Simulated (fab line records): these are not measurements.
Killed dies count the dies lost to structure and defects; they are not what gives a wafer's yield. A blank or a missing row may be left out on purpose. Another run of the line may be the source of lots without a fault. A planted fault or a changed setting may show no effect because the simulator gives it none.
Code-filled problem report in 8D (eight disciplines) form :: flow sky130 :: the parts of the form that need people (team, actions taken, sign-off) are left out

== 1. THE PROBLEM ==
Wafers free of any fault read 2.60 nm (standard deviation 0.049) for SONOS_ONO_OXIDATION_THK at SKY_SONOS_ONO_THK_MEAS_01, against a mean of 3.79 nm on 6 wafers of 2 lots. Measured from the usual mean, that is +24 standard deviations.
Earliest sighting: wafer L836.2 on film_metro-04 at day 12 13:28. The record has a number at this step for 33 wafers belonging to 11 lots. Rule for "out", or "out of limits": more than 4 standard deviations from the usual mean. The other wafers with a number count as sound.

== 2. WHAT THIS IS AND IS NOT ==
question: which readings at this step
is: SONOS_ONO_OXIDATION_THK
is not: -

question: which lots
is: L836, L838
is not: L833, L835, L837, L847, L848, L851, L852, L855, L856

question: which wafers of those lots
is: all that have a number
is not: -

question: read on which gauges
is: film_metro-04
is not: film_metro-02, film_metro-03

question: when
is: from day 12 13:28
is not: up to then (6 sound wafers); but 21 sound wafers of L837, L847, L848, L851, L852, L855, L856 came after

== 3. SUSPECTS, AND WHAT RULES EACH OUT ==
Counting: a tool stays on the suspect list if, at a process step up to the reading, it processed all lots that are out and no sound lot following the first of them.
- the gauge at SKY_SONOS_ONO_THK_MEAS_01 has been ruled out. All the wafers that are out were read on film_metro-04, but those of them that SKY_SONOS_ONO_OXIDATION_00 has rows for are out there too, on other tools.
- rie_si-01 at SKY_FIELD_ISO_ETCH_17 (etches Si in HBr/Cl2/O2, target depth 342 nm, time 97.7 s): ruled out as a lasting fault. The sound lots L837, L847, L852, L855 went through it after L836, its earliest lot that is out (day 2 20:03).
- furnace-01 at SKY_SONOS_ONO_OXIDATION_00 (stabilise 600 s, purge 300 s, target thk 2.6 nm): ruled out as a lasting fault. The sound lots L848, L851, L852, L855, L856 went through it after L836, its earliest lot that is out (day 12 12:06).
Left after counting: nothing in the record.

== 4. THE CAUSE (what the simulator had put in) ==
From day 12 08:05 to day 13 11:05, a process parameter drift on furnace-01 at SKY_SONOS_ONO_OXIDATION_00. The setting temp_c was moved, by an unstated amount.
Counting ruled it out, wrongly: the rule takes a fault to strike every lot that its tool runs from its start on, and this one did not.

== 5. SEQUENCE OF EFFECTS, ordered by route ==
Each row: a reading whose mean over the struck wafers that have a number lies more than 3 standard deviations from the usual. Scope: only readings with a usual standard deviation given in the record; hours: median across lots of the time from each lot's start at the first step in this table that gives one to its start at this step; sigmas: change in usual standard deviations.
hours: 0
step: SKY_SONOS_ONO_OXIDATION_00
reading: spike_tc_bottom_C
usual: 820.5 C
on struck wafers: 847.3
change: +26.8
sigmas: +22

hours: 0
step: SKY_SONOS_ONO_OXIDATION_00
reading: spike_tc_centre_C
usual: 801.1 C
on struck wafers: 827.7
change: +26.6
sigmas: +24

hours: 0
step: SKY_SONOS_ONO_OXIDATION_00
reading: spike_tc_lower_C
usual: 800.7 C
on struck wafers: 828.2
change: +27.5
sigmas: +27

hours: 0
step: SKY_SONOS_ONO_OXIDATION_00
reading: spike_tc_top_C
usual: 810.9 C
on struck wafers: 837.5
change: +26.6
sigmas: +27

hours: 0
step: SKY_SONOS_ONO_OXIDATION_00
reading: spike_tc_upper_C
usual: 800.8 C
on struck wafers: 827.2
change: +26.4
sigmas: +29

hours: 0
step: SKY_SONOS_ONO_OXIDATION_00
reading: tube_center_temp_C
usual: 800.01 C
on struck wafers: 826.82
change: +26.81
sigmas: +99 or more

hours: 0
step: SKY_SONOS_ONO_OXIDATION_00
reading: tube_center_temp_C_max
usual: 802.0
on struck wafers: 828.7
change: +26.7
sigmas: +83

hours: 0
step: SKY_SONOS_ONO_OXIDATION_00
reading: zone_power_top_pct
usual: 26.24 %
on struck wafers: 27.88
change: +1.64
sigmas: +6.1

hours: 1
step: SKY_SONOS_ONO_THK_MEAS_01
reading: SONOS_ONO_OXIDATION_THK
usual: 2.60 nm
on struck wafers: 3.79
change: +1.19
sigmas: +24
The process steps in it:
- SKY_SONOS_ONO_OXIDATION_00: stabilise 600 s, purge 300 s, target thk 2.6 nm.

== 6. HOW IT WOULD HAVE BEEN CAUGHT EARLIER ==
Counted from the fault's start at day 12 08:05, it took 5 hours until the first out-of-limits reading at a measuring or inspecting step in this record, taken at day 12 13:28.
The tool's own readings at SKY_SONOS_ONO_OXIDATION_00 were out on every struck wafer that the step has a row for (spike_tc_bottom_C, spike_tc_centre_C, spike_tc_lower_C, spike_tc_top_C, spike_tc_upper_C, tube_center_temp_C, tube_center_temp_C_max, zone_power_top_pct): an alarm limit on them would have fired on the first of those.
